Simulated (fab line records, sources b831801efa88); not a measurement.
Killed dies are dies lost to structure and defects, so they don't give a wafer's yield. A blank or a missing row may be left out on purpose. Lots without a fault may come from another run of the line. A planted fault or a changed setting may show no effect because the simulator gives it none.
fab line records | flow sky130
record lots=6 wafers=18 last_day=50
route steps=708 shown CAPM@538 METAL3@555 PAD_OPEN@708
lots that met no fault: from a run of the same line without faults
start_h: hours from the record's first day to the start of the lot's first wafer shown | wait_h: hours since the lot's step before | " the same as in the row above | L1.1+2: a row that stands for several wafers | - no value, or no start given | * or withheld: withheld | < > ~ a bound
route shown NAME@n: a module of which the file shows steps, and the number in the route of the first | usual: mean/standard deviation of fault-free wafers | same: alike in all rows | chamber/n: place in a boat | sites: the reading at each site | _std_site: their standard deviation | _edge_site: outer sites' mean less inner sites' | radius_mm: how far each site lies from the wafer's centre | mask NAME#n: copy n | behind: the tool/chamber that last shaped the wafer | hold: why the lot was held/for how many hours/how that ended | device: the transistor (n, p or np) that didn't switch | end of line: the same wafers' tests at the end of the route | a step without rows: its recipe alone | killed: dies lost to structure and defects at the first sort, not the wafer's yield | map: a wafer's dies, x killed, . not, _ none there
set.NAME: the setting as run; set.NAME@STEP: as run at that earlier step | model.NAME: the simulator's own value behind a step, which no gauge read
lots at some steps of the route; a table a step, a row a wafer
services: from which hour (start_h, from the record's first day; less than 0 if before it) a tool's chamber was out of use, for how many hours, and why
## steps
# step SKY_CAPM_THK_MEAS_01
# recipe reads=SiO2_of_CAPM_CVD_00
# usual CAPM_CVD_00_THK=15.59/0.21
# columns lot.wafer tool chamber start_h wait_h CAPM_CVD_00_THK[nm]
L328.1 film_metro-04 - 867.98 - 15.30
L328.3 " - " " 15.43
L328.4 " - " " 15.93
L329.1 film_metro-02 - 886.16 - 15.40
L329.4 " - " " 15.61
L329.5 " - " " 15.67
L340.3 film_metro-04 - 974.68 - 15.31
L340.5 " - " " 15.71
L340.6 " - " " 15.85
L342.1 film_metro-02 - 981.36 - 15.63
L342.3 " - " " 15.69
L342.5 " - " " 15.54
L345.2 film_metro-03 - 987.43 - 15.55
L345.5 " - " " 15.72
L345.6 " - " " 15.59
L344.3 film_metro-04 - 990.27 - 15.48
L344.5 " - " " 15.68
L344.6 " - " " 15.72
# step SKY_CAPM_SPUTTER_02
# recipe material=TiN target_thk_nm=200 temp_c=300 power_w=6500 time_s=166.7 chamber_pressure_pa=0.4
# usual throttle_valve_pct=30.0/1.1
# same time_s=166.7
# columns lot.wafer tool chamber start_h wait_h throttle_valve_pct
L328.1 pvd_sputter-01 - 868.04 0.1 29.4
L328.3 " - " " 31.3
L328.4 " - " " 28.9
L329.1 pvd_sputter-01 - 886.22 0.1 28.9
L329.4 " - " " 31.3
L329.5 " - " " 29.1
L340.3 pvd_sputter-03 - 974.72 0.0 30.1
L340.5 " - " " 29.8
L340.6 " - " " 31.8
L342.1 pvd_sputter-02 - 981.42 0.1 31.2
L342.3 " - " " 28.2
L342.5 " - " " 31.0
L345.2 pvd_sputter-02 - 987.48 0.0 29.6
L345.5 " - " " 28.4
L345.6 " - " " 30.2
L344.3 pvd_sputter-02 - 990.31 0.0 30.8
L344.5 " - " " 28.4
L344.6 " - " " 29.9
# step SKY_CAPM_RS_MEAS_03
# recipe thk_meas_gauge=four-point-probe reads=TiN_of_CAPM_SPUTTER_02
# usual CAPM_TIN_RS=6.89/0.085
# columns lot.wafer tool chamber start_h wait_h CAPM_TIN_RS[ohm/sq]
L328.1 film_metro-04 - 868.15 0.1 6.95
L328.3 " - " " 6.86
L328.4 " - " " 6.81
L329.1 film_metro-03 - 886.33 0.1 6.89
L329.4 " - " " 6.93
L329.5 " - " " 7.01
L340.3 film_metro-02 - 974.87 0.1 7.01
L340.5 " - " " 6.81
L340.6 " - " " 6.97
L342.1 film_metro-04 - 981.54 0.1 6.74
L342.3 " - " " 6.77
L342.5 " - " " 6.79
L345.2 film_metro-02 - 987.61 0.1 6.87
L345.5 " - " " 6.89
L345.6 " - " " 6.74
L344.3 film_metro-02 - 990.46 0.1 6.93
L344.5 " - " " 6.95
L344.6 " - " " 6.90
# step SKY_CAPM_THK_MEAS_04
# recipe thk_meas_gauge=xrf reads=TiN_of_CAPM_SPUTTER_02
# usual CAPM_TIN_THK=198.5/2.6
# columns lot.wafer tool chamber start_h wait_h CAPM_TIN_THK[nm]
L328.1 film_metro-04 - 868.27 0.1 196.0
L328.3 " - " " 198.5
L328.4 " - " " 199.8
L329.1 film_metro-03 - 886.45 0.1 199.3
L329.4 " - " " 198.9
L329.5 " - " " 195.3
L340.3 film_metro-02 - 974.97 0.1 193.7
L340.5 " - " " 200.4
L340.6 " - " " 195.2
L342.1 film_metro-04 - 981.66 0.1 203.5
L342.3 " - " " 202.1
L342.5 " - " " 202.0
L345.2 film_metro-02 - 987.72 0.1 200.6
L345.5 " - " " 198.7
L345.6 " - " " 202.9
L344.3 film_metro-02 - 990.56 0.1 197.2
L344.5 " - " " 197.3
L344.6 " - " " 198.3
# step SKY_CAPM_DEHYDRATE_05
# recipe temp_c=200 time_s=60
# step SKY_CAPM_HMDS_06
# recipe prime_time_s=60 prime_temp_c=120
# step SKY_CAPM_COAT_07
# recipe resist=NOVOLAK spin_rpm=3000 resist_thk_nm=1140
# step SKY_CAPM_SOFTBAKE_08
# recipe temp_c=90.46 time_s=60 resist=NOVOLAK
# step SKY_CAPM_EXPOSE_09
# recipe mask_id=CAPM na=0.6 source_shape=conventional sigma_outer=0.6 polarization=unpolarized target_cd_nm=1000 dose_mj=159
# step SKY_CAPM_PEB_10
# recipe temp_c=withheld time_s=* resist=NOVOLAK
# step SKY_CAPM_DEVELOP_11
# recipe resist=NOVOLAK developer=TMAH develop_time_s=60 dev_temp_c=23
# step SKY_CAPM_OVL_MEAS_12
# usual CAPM_OVL=0.6/1.4
# columns lot.wafer tool chamber start_h wait_h CAPM_OVL[nm]
L328.1 overlay-01 - 893.60 0.1 1.0
L328.3 " - " " 1.5
L328.4 " - " " -0.2
L329.1 overlay-01 - 911.34 0.1 0.7
L329.4 " - " " 2.0
L329.5 " - " " 3.0
L340.3 overlay-01 - 997.70 0.1 2.7
L340.5 " - " " 1.7
L340.6 " - " " 2.5
L342.1 overlay-02 - 1005.50 0.1 1.4
L342.3 " - " " 1.0
L342.5 " - " " 0.6
L345.2 overlay-02 - 1010.80 0.1 0.8
L345.5 " - " " -1.3
L345.6 " - " " -0.9
L344.3 overlay-02 - 1013.92 0.1 0.1
L344.5 " - " " 2.0
L344.6 " - " " 0.3
# step SKY_CAPM_METAL_ETCH_13
# recipe target_depth_nm=220 stop_on=SiO2 chemistry=Cl2/BCl3 target=TiN pressure_mtorr=10 icp_w=900 bias_w=48.5 Cl2_flow_sccm=60 bcl3_flow_sccm=30 time_s=62.9
# usual drypump_motor_current_A=5.8/0.44 oes_product_au=0.942/0.008 run_length_s=91.2/0.54 throttle_valve_pct=21.901/0.01
# columns lot.wafer tool chamber start_h wait_h drypump_motor_current_A oes_product_au rf_hours_counter_h run_length_s throttle_valve_pct model.SiO2_of_CAPM_CVD_00.thk_nm
L328.1 rie_metal-02 0 893.64 0.0 5.9 0.939 2 91.5 21.901 15.28
L328.3 " 1 " " 6.0 0.947 - 91.4 21.906 15.43
L328.4 " 0 " " 5.9 0.951 - 91.5 21.895 15.91
L329.1 rie_metal-03 1 911.38 0.0 6.1 0.942 6 92.4 21.886 15.43
L329.4 " 1 " " 6.2 0.938 - 92.2 21.908 15.59
L329.5 " 1 " " 6.1 0.934 - 91.8 21.902 15.64
L340.3 rie_metal-03 0 997.75 0.0 5.7 0.909 - 93.3 21.938 14.4
L340.5 " 0 " " 5.7 0.933 - 93.2 21.908 14.8
L340.6 " 1 " " 6.1 0.917 - 95.1 21.910 14.9
L342.1 rie_metal-03 0 1005.54 0.0 5.7 0.933 20 93.8 21.912 14.7
L342.3 " 0 " " 5.7 0.934 - 93.1 21.903 14.82
L342.5 " 0 " " 5.7 0.919 - 93.8 21.901 14.61
L345.2 rie_metal-04 1 1010.83 0.0 6.1 0.955 16 91.1 21.901 15.52
L345.5 " 1 " " 6.1 0.948 - 91.1 21.916 15.71
L345.6 " 0 " " 4.8 0.957 - 90.2 21.898 15.58
L344.3 rie_metal-02 1 1013.97 0.0 6.0 0.936 - 91.2 21.929 15.5
L344.5 " 1 " " 6.0 0.937 - 91.1 21.897 15.73
L344.6 " 0 " " 5.9 0.941 - 91.6 21.901 15.7
# step SKY_CAPM_STRIP_14
# recipe chemistry=O2/N2 power_w=1400 pressure_mtorr=1500 platen_temp_c=withheld o2_flow_sccm=3000 n2_flow_sccm=300 overash_fraction=0.5
# usual drypump_motor_current_A=5.4/0.43 oes_product_au=0.710/0.0045 strip_time_to_endpoint_s=12.64/0.062
# columns lot.wafer tool chamber start_h wait_h drypump_motor_current_A oes_product_au rf_hours_counter_h strip_time_to_endpoint_s
L328.1 plasma_asher-03 1 893.71 0.1 5.0 0.710 14 12.68
L328.3 " 1 " " 4.9 0.713 - 12.62
L328.4 " 0 " " 5.9 0.711 - 12.64
L329.1 plasma_asher-03 1 911.46 0.1 4.9 0.710 16 12.53
L329.4 " 0 " " 6.0 0.708 - 12.48
L329.5 " 1 " " 4.9 0.712 - 12.53
L340.3 plasma_asher-03 0 997.84 0.1 6.0 0.712 - 12.64
L340.5 " 0 " " 6.0 0.718 - 12.61
L340.6 " 1 " " 5.0 0.701 - 12.49
L342.1 plasma_asher-01 0 1005.61 0.1 4.9 0.709 57 12.61
L342.3 " 1 " " 5.8 0.705 - 12.60
L342.5 " 1 " " 5.8 0.704 - 12.56
L345.2 plasma_asher-01 0 1010.91 0.1 4.9 0.705 58 12.56
L345.5 " 1 " " 5.8 0.706 - 12.55
L345.6 " 0 " " 4.9 0.714 - 12.68
L344.3 plasma_asher-03 0 1014.06 0.1 5.9 0.706 - 12.63
L344.5 " 1 " " 5.0 0.714 - 12.66
L344.6 " 0 " " 6.0 0.712 - 12.70
# step SKY_CAPM_STRIP_15
# recipe chemistry=post_etch_residue_remover time_s=1200 temp_c=72.5
# step SKY_CAPM_CLEAN_16
# recipe chemistry=IPA time_s=180 temp_c=25
# step SKY_CAPM_CLEAN_17
# recipe chemistry=O3/DIW dry=n2_spin
# step SKY_METAL3_DEHYDRATE_05
# recipe temp_c=200 time_s=60
# step SKY_METAL3_HMDS_06
# recipe prime_time_s=60 prime_temp_c=120
# step SKY_METAL3_COAT_07
# recipe resist=BARC temp_c=withheld time_s=withheld spin_rpm=3000 resist_thk_nm=60
# step SKY_METAL3_COAT_08
# recipe resist=KrF-thick spin_rpm=3000 resist_thk_nm=1140
# step SKY_METAL3_SOFTBAKE_09
# recipe temp_c=100 time_s=90 resist=KrF-thick
# step SKY_METAL3_EXPOSE_10
# recipe mask_id=MM3 na=0.68 source_shape=annular sigma_inner=0.4 sigma_outer=0.8 target_cd_nm=300 dose_mj=28
# step SKY_METAL3_PEB_11
# recipe peb_temp_c=withheld peb_time_s=withheld resist=KrF-thick
# step SKY_METAL3_DEVELOP_12
# recipe develop_time_s=60 resist=KrF-thick dev_temp_c=21
# step SKY_METAL3_CD_MEAS_13
# recipe target_cd_nm=300
# usual cd_nm=300.0/1.4
# columns lot.wafer tool chamber start_h wait_h cd_nm
L328.1 cd_sem-02 - 919.49 - 303.1
L328.3 " - " " 302.5
L328.4 " - " " 303.4
L329.1 cd_sem-01 - 937.00 - 301.2
L329.4 " - " " 301.0
L329.5 " - " " 301.0
L340.3 cd_sem-02 - 1021.99 - 299.5
L340.5 " - " " 300.4
L340.6 " - " " 298.7
L342.1 cd_sem-01 - 1029.32 - 301.0
L342.3 " - " " 300.9
L342.5 " - " " 302.1
L345.2 cd_sem-02 - 1034.26 - 301.5
L345.5 " - " " 300.2
L345.6 " - " " 301.4
L344.3 cd_sem-01 - 1037.56 - 301.3
L344.5 " - " " 301.0
L344.6 " - " " 301.1
# step SKY_METAL3_OVL_MEAS_14
# usual METAL3_OVL=0/5.8
# columns lot.wafer tool chamber start_h wait_h METAL3_OVL[nm]
L328.1 overlay-02 - 919.61 0.1 3
L328.3 " - " " -1
L328.4 " - " " 0
L329.1 overlay-02 - 937.12 0.1 -10
L329.4 " - " " -8
L329.5 " - " " -11
L340.3 overlay-01 - 1022.08 0.1 -7
L340.5 " - " " -3
L340.6 " - " " -3
L342.1 overlay-02 - 1029.44 0.1 -7
L342.3 " - " " -3
L342.5 " - " " 3
L345.2 overlay-01 - 1034.37 0.1 -1
L345.5 " - " " 0
L345.6 " - " " -2
L344.3 overlay-02 - 1037.65 0.1 8
L344.5 " - " " 14
L344.6 " - " " 10
# step SKY_METAL3_DESCUM_15
# recipe chemistry=O2 source_power_w=150 bias_power_w=0 pressure_mtorr=10 temp_c=40 time_s=8
# usual drypump_motor_current_A=5.87/0.23 oes_product_au=1.004/0.013 temp_c=40.00/0.11
# same time_s=8
# columns lot.wafer tool chamber start_h wait_h drypump_motor_current_A oes_product_au rf_hours_counter_h temp_c
L328.1 rie_metal-02 0 919.65 0.0 5.92 0.990 3 40.02
L328.3 " 1 " " 5.97 1.012 - 39.94
L328.4 " 0 " " 5.90 0.993 - 39.98
L329.1 rie_metal-01 0 937.16 0.0 5.98 0.988 14 39.96
L329.4 " 0 " " 5.98 0.993 - 40.11
L329.5 " 1 " " 5.46 0.994 - 39.98
L340.3 rie_metal-01 1 1022.12 0.0 5.46 1.002 - 39.84
L340.5 " 1 " " 5.46 0.994 - 39.85
L340.6 " 0 " " 5.98 1.002 - 39.90
L342.1 rie_metal-03 1 1029.48 0.0 6.10 1.024 14 40.00
L342.3 " 1 " " 6.11 1.026 - 39.98
L342.5 " 1 " " 6.10 1.019 - 39.94
L345.2 rie_metal-02 0 1034.40 0.0 5.89 1.002 10 39.81
L345.5 " 1 " " 6.00 1.008 - 39.99
L345.6 " 0 " " 5.91 0.990 - 39.92
L344.3 rie_metal-01 1 1037.69 0.0 5.45 0.995 - 40.07
L344.5 " 0 " " 5.99 0.997 - 39.98
L344.6 " 1 " " 5.45 1.003 - 40.04
# step SKY_METAL3_ETCH_16
# recipe chemistry=N2/H2 target=BARC ion_energy_ev=200 bias_w=100 pressure_mtorr=30 n2_flow_sccm=100 h2_flow_sccm=200 icp_w=500 stop_on=SiO2 time_s=88.2 target_depth_a=600
# usual drypump_motor_current_A=5.89/0.23 oes_product_au=0.626/0.0046 run_length_s=116.9/0.91 throttle_valve_pct=13.205/0.0086
# same time_s=88.2
# columns lot.wafer tool chamber start_h wait_h drypump_motor_current_A oes_product_au rf_hours_counter_h run_length_s throttle_valve_pct
L328.1 rie_metal-02 0 919.68 0.0 5.97 0.616 3 116.6 13.193
L328.3 " 1 " " 5.95 0.632 - 116.7 13.194
L328.4 " 0 " " 5.92 0.629 - 116.5 13.208
L329.1 rie_metal-01 0 937.19 0.0 6.00 0.623 14 116.1 13.209
L329.4 " 0 " " 5.99 0.631 - 116.3 13.199
L329.5 " 1 " " 5.46 0.630 - 116.7 13.198
L340.3 rie_metal-01 1 1022.17 0.0 5.46 0.624 - 116.4 13.213
L340.5 " 1 " " 5.46 0.629 - 116.6 13.212
L340.6 " 0 " " 6.02 0.627 - 116.0 13.192
L342.1 rie_metal-03 1 1029.54 0.1 6.12 0.631 14 117.5 13.207
L342.3 " 1 " " 6.11 0.632 - 117.3 13.202
L342.5 " 1 " " 6.15 0.638 - 117.1 13.207
L345.2 rie_metal-02 0 1034.43 0.0 5.94 0.625 10 116.8 13.214
L345.5 " 1 " " 5.99 0.629 - 116.6 13.201
L345.6 " 0 " " 5.95 0.627 - 116.7 13.202
L344.3 rie_metal-01 1 1037.74 0.0 5.47 0.628 - 116.3 13.210
L344.5 " 0 " " 6.01 0.633 - 116.9 13.197
L344.6 " 1 " " 5.47 0.627 - 116.6 13.204
# step SKY_METAL3_ETCH_17
# recipe target=SiO2 stop_on=TiN chemistry=C4F8/O2/Ar source_w=1500 bias_w=1200 pressure_mtorr=40 c4f8_flow_sccm=withheld O2_flow_sccm=6 Ar_flow_sccm=300 time_s=3.9 target_depth_a=150
# usual oes_product_au=0.758/0.0073
# same time_s=3.9
# columns lot.wafer tool chamber start_h wait_h oes_product_au rf_hours_counter_h model.etch.depth_nm
L328.1 rie_diel-02 2 919.78 0.1 0.751 21 15.28
L328.3 " 0 " " 0.759 22 15.43
L328.4 " 3 " " 0.770 19 15.91
L329.1 rie_diel-02 3 937.29 0.1 0.748 20 15.43
L329.4 " 2 " " 0.766 22 15.59
L329.5 " 1 " " 0.752 - 15.64
L340.3 rie_diel-04 3 1022.24 0.0 0.729 28 14.4
L340.5 " 1 " " 0.741 - 14.8
L340.6 " 2 " " 0.739 - 14.9
L342.1 rie_diel-01 3 1029.74 0.2 0.728 11 14.7
L342.3 " 0 " " 0.742 17 14.82
L342.5 " 2 " " 0.734 - 14.61
L345.2 rie_diel-04 1 1034.53 0.1 0.753 24 15.52
L345.5 " 1 " " 0.757 - 15.71
L345.6 " 2 " " 0.758 - 15.58
L344.3 rie_diel-02 2 1037.81 0.0 0.762 25 15.5
L344.5 " 1 " " 0.771 - 15.73
L344.6 " 3 " " 0.760 - 15.7
# step SKY_METAL3_METAL_ETCH_18
# recipe target_depth_a=8450 stop_on=SiO2 over_etch_frac=0.3 time_s=183.1 chemistry=Cl2/BCl3 resist_sidewall_deg=88 pressure_mtorr=10 icp_w=900 bias_w=48.5 Cl2_flow_sccm=60 bcl3_flow_sccm=30
# usual drypump_motor_current_A=5.90/0.19 oes_product_au=0.868/0.0065 run_length_s=211.5/0.48 throttle_valve_pct=22.264/0.0084
# same time_s=183.1
# columns lot.wafer tool chamber start_h wait_h drypump_motor_current_A oes_product_au rf_hours_counter_h run_length_s throttle_valve_pct
L328.1 rie_metal-03 0 919.80 0.0 5.72 0.870 15 211.0 22.270
L328.3 " 0 " " 5.71 0.862 - 210.9 22.260
L328.4 " 1 " " 6.10 0.865 - 212.4 22.261
L329.1 rie_metal-03 0 937.31 0.0 5.72 0.868 16 210.7 22.261
L329.4 " 1 " " 6.13 0.858 - 211.9 22.262
L329.5 " 1 " " 6.09 0.864 - 212.1 22.245
L340.3 rie_metal-02 0 1022.32 0.1 5.89 0.872 - 211.5 22.263
L340.5 " 0 " " 5.93 0.872 - 211.7 22.256
L340.6 " 1 " " 6.00 0.871 - 211.9 22.261
L342.1 rie_metal-02 1 1029.75 0.0 5.95 0.864 16 211.3 22.259
L342.3 " 1 " " 5.97 0.873 - 211.2 22.274
L342.5 " 0 " " 5.95 0.850 - 211.6 22.264
L345.2 rie_metal-03 1 1034.61 0.1 6.09 0.865 - 211.9 22.285
L345.5 " 1 " " 6.11 0.876 - 211.9 22.252
L345.6 " 1 " " 6.12 0.868 - 212.1 22.260
L344.3 rie_metal-02 0 1037.88 0.1 5.95 0.878 - 211.4 22.262
L344.5 " 1 " " 5.98 0.867 - 211.3 22.262
L344.6 " 0 " " 5.95 0.882 - 211.5 22.259
# step SKY_PAD_OPEN_PROBE_99
# usual defect_limited_yield=82.4/1.9 killed_at_M0_to_M3=45/7.5 killed_at_M4_up=2.8/1.9 killed_at_contacts=25/5.5 killed_at_front_end=14/4 killed_at_other=0.3/0.75 killed_dies=87/9.4 killed_on_rim=17/3.8 killed_open=47/6.6 killed_short=39/6.6 sort_bin_3_pad_short=0.9/0.39 sort_bin_5_function=10.4/1.5 sort_bin_6_memory=6.3/1.2 sort_n_pass=405/9.4 sort_yield_pct=82.4/1.9
# same gross_dies=492 killed_at_back_side=0 sort_bin_4_leakage[%]=0 sort_bin_8_speed[%]=0
# columns lot.wafer tool chamber start_h wait_h defect_limited_yield[%] killed_at_M0_to_M3 killed_at_M4_up killed_at_contacts killed_at_front_end killed_at_other killed_dies killed_on_rim killed_open killed_short sort_bin_3_pad_short[%] sort_bin_5_function[%] sort_bin_6_memory[%] sort_n_pass sort_yield_pct[%]
L328.1 prober-01 - 1094.06 0.1 84.3 37 2 20 17 1 77 15 40 37 0.4 9.3 5.9 415 84.3
L328.3 prober-01 - 1094.16 0.2 80.7 55 1 23 15 1 95 19 54 41 0.6 12.2 6.5 397 80.7
L328.4 prober-01 - 1094.21 0.2 83.1 49 4 18 12 0 83 19 55 28 0.4 6.7 9.8 409 83.1
L329.1 prober-01 - 1108.34 0.1 82.5 33 11 23 19 0 86 14 47 34 1.4 8.9 7.1 406 82.5
L329.4 prober-01 - 1108.49 0.2 81.7 41 4 29 16 0 90 18 43 47 0.8 11.2 6.3 402 81.7
L329.5 prober-01 - 1108.54 0.2 80.9 54 3 27 10 0 94 17 49 45 1.4 11.4 6.3 398 80.9
L340.3 prober-02 - 1175.28 0.2 84.1 45 2 14 16 1 78 18 44 34 0.8 10.2 4.9 414 84.1
L340.5 prober-02 - 1175.38 0.2 81.5 47 1 25 18 0 91 20 48 43 0.6 10.2 7.7 401 81.5
L340.6 prober-02 - 1175.43 0.2 83.9 44 2 24 8 1 79 17 35 44 0.8 10.6 4.7 413 83.9
L342.1 prober-02 - 1181.93 0.1 83.1 39 4 28 12 0 83 11 48 35 1.0 10.0 5.9 409 83.1
L342.3 prober-02 - 1182.03 0.2 82.5 43 3 28 12 0 86 20 54 32 0.4 10.2 6.9 406 82.5
L342.5 prober-02 - 1182.13 0.2 82.9 50 0 19 15 0 84 11 50 34 1.4 8.5 7.1 408 82.9
L345.2 prober-01 - 1184.93 0.1 82.7 33 2 27 22 1 85 20 55 30 0.8 8.5 7.9 407 82.7
L345.5 prober-01 - 1185.08 0.2 83.7 41 2 21 16 0 80 16 49 31 1.4 9.3 5.5 412 83.7
L345.6 prober-01 - 1185.13 0.2 82.9 46 3 20 15 0 84 17 38 46 1.6 9.3 6.1 408 82.9
L344.3 prober-02 - 1188.17 0.2 82.9 46 1 22 15 0 84 19 48 36 1.0 11.2 4.9 408 82.9
L344.5 prober-02 - 1188.27 0.2 81.7 41 6 30 12 1 90 16 46 44 1.2 9.3 7.7 402 81.7
L344.6 prober-02 - 1188.32 0.2 82.7 45 4 26 10 0 85 18 44 41 0.6 10.4 6.3 407 82.7
# killed by level:class
L328.1 VIA2:geometric_particle:open=7 CONTACT:geometric_particle:short=7 LI_CONTACT:geometric_particle:open=6 CONTACT:geometric_particle:open=5 VIA1:geometric_particle:open=4 VIA2:geometric_particle:short=4 VIA3:geometric_particle:open=4 FIELD_ISO:geometric_particle:open=3
L328.3 VIA1:geometric_particle:open=13 LI_CONTACT:geometric_particle:open=8 VIA3:geometric_particle:open=7 POLY_GATE:geometric_particle:open=5 CONTACT:geometric_particle:open=5 CONTACT:geometric_particle:short=5 METAL1:geometric_particle:short=5 VIA1:geometric_particle:short=5
L328.4 VIA1:geometric_particle:open=16 CONTACT:geometric_particle:open=8 METAL2:geometric_particle:short=7 VIA3:geometric_particle:open=7 VIA2:geometric_particle:open=6 LI_CONTACT:geometric_particle:open=5 METAL1:geometric_particle:short=5 POLY_GATE:geometric_particle:open=4
L329.1 VIA1:geometric_particle:open=9 CONTACT:geometric_particle:open=8 LI_CONTACT:geometric_particle:open=7 VIA2:geometric_particle:open=7 FIELD_ISO:geometric_particle:open=5 METAL4:geometric_particle:short=5 VIA4:area_etch=5 LOCAL_INTERCONNECT:geometric_particle:short=4
L329.4 CONTACT:geometric_particle:open=13 VIA1:geometric_particle:short=7 METAL2:geometric_particle:short=6 VIA2:geometric_particle:open=6 VIA1:geometric_particle:open=5 METAL1:geometric_particle:short=5 CONTACT:geometric_particle:short=5 VIA2:geometric_particle:short=5
L329.5 VIA1:geometric_particle:open=11 LI_CONTACT:geometric_particle:open=11 METAL2:geometric_particle:short=8 VIA2:geometric_particle:open=8 VIA1:geometric_particle:short=7 LOCAL_INTERCONNECT:geometric_particle:short=6 VIA3:geometric_particle:open=6 CONTACT:geometric_particle:open=5
L340.3 VIA1:geometric_particle:open=11 VIA3:geometric_particle:open=8 METAL2:geometric_particle:short=6 VIA2:geometric_particle:open=6 FIELD_ISO:geometric_particle:open=5 CONTACT:geometric_particle:short=5 FIELD_ISO:geometric_particle:short=4 LI_CONTACT:geometric_particle:short=4
L340.5 VIA1:geometric_particle:short=11 VIA1:geometric_particle:open=11 CONTACT:geometric_particle:open=9 LI_CONTACT:geometric_particle:open=7 CONTACT:geometric_particle:short=6 VIA2:geometric_particle:open=6 FIELD_ISO:geometric_particle:open=5 FIELD_ISO:geometric_particle:short=5
L340.6 VIA1:geometric_particle:open=9 VIA2:geometric_particle:open=7 LI_CONTACT:geometric_particle:open=6 CONTACT:geometric_particle:open=6 VIA1:geometric_particle:short=5 CONTACT:geometric_particle:short=5 METAL1:geometric_particle:short=5 VIA3:geometric_particle:short=5
L342.1 CONTACT:geometric_particle:open=15 VIA1:geometric_particle:open=13 FIELD_ISO:geometric_particle:open=5 VIA3:geometric_particle:open=5 LOCAL_INTERCONNECT:geometric_particle:short=5 METAL1:geometric_particle:short=5 LI_CONTACT:geometric_particle:open=4 METAL4:geometric_particle:short=4
L342.3 LI_CONTACT:geometric_particle:open=9 CONTACT:geometric_particle:open=9 VIA3:geometric_particle:open=9 VIA1:geometric_particle:open=8 VIA2:geometric_particle:open=8 LOCAL_INTERCONNECT:geometric_particle:short=6 FIELD_ISO:geometric_particle:open=5 VIA1:geometric_particle:short=5
L342.5 VIA1:geometric_particle:open=12 CONTACT:geometric_particle:open=9 LI_CONTACT:geometric_particle:open=7 VIA1:geometric_particle:short=7 METAL1:geometric_particle:short=6 VIA2:geometric_particle:open=6 VIA3:geometric_particle:open=6 FIELD_ISO:geometric_particle:open=5
L345.2 CONTACT:geometric_particle:open=17 FIELD_ISO:geometric_particle:open=9 VIA3:geometric_particle:open=8 VIA1:geometric_particle:open=8 LOCAL_INTERCONNECT:geometric_particle:short=4 METAL1:geometric_particle:short=4 VIA1:geometric_particle:short=4 POLY_GATE:geometric_particle:open=3
L345.5 CONTACT:geometric_particle:open=8 VIA1:geometric_particle:open=7 VIA2:geometric_particle:open=7 VIA3:geometric_particle:open=7 LI_CONTACT:geometric_particle:open=6 VIA1:geometric_particle:short=6 METAL2:geometric_particle:short=6 POLY_GATE:geometric_particle:open=4
L345.6 VIA1:geometric_particle:open=9 VIA3:geometric_particle:short=8 CONTACT:geometric_particle:open=7 METAL1:geometric_particle:short=7 VIA1:geometric_particle:short=6 VIA3:geometric_particle:open=5 FIELD_ISO:geometric_particle:open=4 POLY_GATE:geometric_particle:short=4
L344.3 VIA1:geometric_particle:open=10 CONTACT:geometric_particle:open=8 LI_CONTACT:geometric_particle:open=7 POLY_GATE:geometric_particle:open=5 VIA1:geometric_particle:short=5 VIA2:geometric_particle:open=5 VIA3:geometric_particle:open=5 METAL1:geometric_particle:short=4
L344.5 VIA1:geometric_particle:open=11 CONTACT:geometric_particle:open=8 LOCAL_INTERCONNECT:geometric_particle:short=7 LI_CONTACT:geometric_particle:open=6 POLY_GATE:geometric_particle:open=5 VIA2:geometric_particle:short=5 METAL4:geometric_particle:short=5 FIELD_ISO:geometric_particle:short=4
L344.6 VIA1:geometric_particle:open=10 VIA2:geometric_particle:open=10 LI_CONTACT:geometric_particle:open=9 CONTACT:geometric_particle:short=7 VIA1:geometric_particle:short=5 FIELD_ISO:geometric_particle:short=4 LOCAL_INTERCONNECT:geometric_particle:short=4 VIA2:geometric_particle:short=4
## services
# columns tool chamber start_h hours kind
rie_diel-04 - 848.34 0.3 repair
rie_diel-04 2 851.27 2.9 repair
rie_metal-03 0 854.71 9.5 repair
rie_diel-02 - 855.28 13.5 repair
plasma_asher-03 - 871.07 14.6 pm
rie_diel-02 0 877.87 22.9 repair
rie_diel-02 3 877.87 4.5 repair
rie_diel-04 0 887.97 12.9 repair
rie_diel-01 1 888.68 6.7 repair
rie_metal-02 1 895.58 4.7 repair
pvd_sputter-02 - 908.84 7.0 repair
plasma_asher-01 - 909.16 2.8 pm
pvd_sputter-01 - 912.62 1.7 repair
rie_diel-01 0 914.73 3.9 repair
rie_metal-04 - 917.49 14.6 pm
pvd_sputter-01 - 921.11 1.2 repair
rie_metal-02 - 950.03 0.7 repair
rie_metal-03 - 950.58 0.7 repair
rie_diel-01 2 955.54 13.3 repair
rie_metal-02 1 986.10 19.4 repair
rie_diel-02 0 1012.74 12.0 repair
rie_metal-03 0 1018.75 - clean
rie_diel-04 - 1023.91 0.6 repair
rie_metal-04 1 1034.51 11.9 repair
## key
first_sign step=SKY_CAPM_METAL_ETCH_13 reading=run_length_s direction=up sigmas=4.7 usual=* struck=*
effect step=SKY_CAPM_METAL_ETCH_13 reading=oes_product_au direction=down sigmas=2.3 usual=0.942 struck=0.924
effect step=SKY_METAL3_ETCH_17 reading=oes_product_au direction=down sigmas=3 usual=0.758 struck=0.736
model_effect step=SKY_CAPM_METAL_ETCH_13 value=SiO2_of_CAPM_CVD_00.thk_nm without=15.63 struck=14.7
model_effect step=SKY_METAL3_ETCH_17 value=etch.depth_nm without=15.63 struck=14.7
met_at SKY_CAPM_METAL_ETCH_13
struck_wafers L340.3,L340.5,L340.6,L342.1,L342.3,L342.5
onset_between 911.38 997.75
fault kind=process_parameter_drift tool=rie_metal-03 chamber=- onset_h=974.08 steps=SKY_CAPM_METAL_ETCH_13 channel=time_s offset=* shape=step end_h=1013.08 acts_in=* stated=*
